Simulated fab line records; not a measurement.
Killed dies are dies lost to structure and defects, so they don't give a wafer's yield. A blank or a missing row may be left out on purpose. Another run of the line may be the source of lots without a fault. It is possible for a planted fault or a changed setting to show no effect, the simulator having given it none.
Which tool was responsible? -- flow sky130 -- route of 708 steps, sampled at 1 step: 12 lots, 36 wafers

## WHAT THE GAUGES SHOWED, per wafer
SKY_SONOS_ONO_THK_MEAS_05.
lot,measured,on,SONOS_ONO_CVD_04_THK (nm)
L075,day 11 19:24,film metro-01,5.74 5.81 5.91
L077,day 12 18:55,film metro-01,5.86 5.80 5.85
L079,day 13 06:50,film metro-01,5.73 5.60 5.65
L081,day 13 23:22,film metro-02,5.81 5.71 5.75
L083,day 14 18:38,film metro-02,5.80 5.94 5.91
L085,day 15 05:16,film metro-02,5.75 5.55 5.55
L087,day 16 07:35,film metro-02,5.66 5.63 5.57
L088,day 16 18:23,film metro-01,5.82 5.84 5.81
L091,day 17 05:26,film metro-02,5.77 5.74 5.69
L093,day 17 22:52,film metro-01,5.70 5.78 5.75
L095,day 18 15:35,film metro-04,5.65 5.54 5.54
L097,day 19 05:14,film metro-02,5.75 5.68 5.77

## WHICH TOOL RAN EACH LOT (tool, then ch and the chambers of the sampled wafers, then the start)
There is no process step in the record ahead of these readings.

## THE ANSWER, worked out from the rows above alone
Rule: the usual values come from the lots themselves. The widest of any qualifying gaps counts: lots, ordered by their means at a reading, are off when they make up no more than a third of the lots, leave a main group of 4 or more, and stand apart from it by 3 or more times the standard deviation of that group's means. The tables above print the reading to a certain number of digits; a main group whose means all agree to those digits is not used. A lot without any number at a reading at which 4 lots or more have one is off too. Where the step has rows for the other lots, those lots are counted as sound.
No lot is off on any of the readings shown, so nothing can be concluded from this.

## WHAT THE SIMULATOR PUT IN
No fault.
